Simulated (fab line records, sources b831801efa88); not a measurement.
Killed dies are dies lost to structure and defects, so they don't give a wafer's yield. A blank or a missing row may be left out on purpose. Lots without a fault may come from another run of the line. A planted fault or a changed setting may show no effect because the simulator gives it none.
Chamber matching | flow sky130 | SKY_CONTACT_ETCH_18 on rie_diel-02: 4 sister chambers
The step etches Si3N4 in CHF3/O2, stops on TiN, time 39 s, target depth 75 nm. 8 wafers are shown with their chamber, then 7 later ones without.

WAFERS WITH THEIR CHAMBER
wafer  | chamber | drypump_motor_current_A (A) | throttle_valve_pct (%)
L960.1 | 3       | 5.9                         | 8.789
L960.2 | 0       | 5.3                         | 8.797
L963.1 | 2       | 6.5                         | 8.803
L965.1 | 3       | 5.9                         | 8.800
L965.3 | 2       | 6.5                         | 8.791
L965.4 | 1       | 6.4                         | 8.798
L967.1 | 0       | 5.3                         | 8.798
L967.2 | 1       | 6.3                         | 8.765

WAFERS WITHOUT THEIR CHAMBER
wafer  | drypump_motor_current_A (A) | throttle_valve_pct (%)
L967.5 | 6.5                         | 8.800
L979.2 | 5.2                         | 8.798
L979.4 | 5.9                         | 8.802
L979.5 | 5.2                         | 8.799
L981.1 | 6.4                         | 8.787
L981.4 | 6.4                         | 8.782
L981.6 | 6.5                         | 8.795

WHICH CHAMBER EACH WENT THROUGH
wafer  | from the rows above     | in truth
L967.5 | 2                       | 2
L979.2 | 0                       | 0
L979.4 | 3                       | 3
L979.5 | 0                       | 0
L981.1 | can't be placed: 1 or 2 | 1
L981.4 | can't be placed: 1 or 2 | 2
L981.6 | 2                       | 2
Placed correctly: 5 of 7. Can't be placed from these rows: 2 (the true chamber is among the candidates in 2). Placed wrongly: 0.
How it was worked out, from the rows above alone: a wafer's distance from a chamber is the root of the sum, over the readings, of the square of ((its reading less the chamber's mean) divided by the reading's scatter). The wafer belongs to the nearest chamber; if the next one is less than 2 further off, it can't be placed. A chamber's mean is the mean of its shown wafers. The scatter: the root of (the sum of the squares of (reading less its chamber's mean) over the shown wafers, divided by (wafers less chambers)).
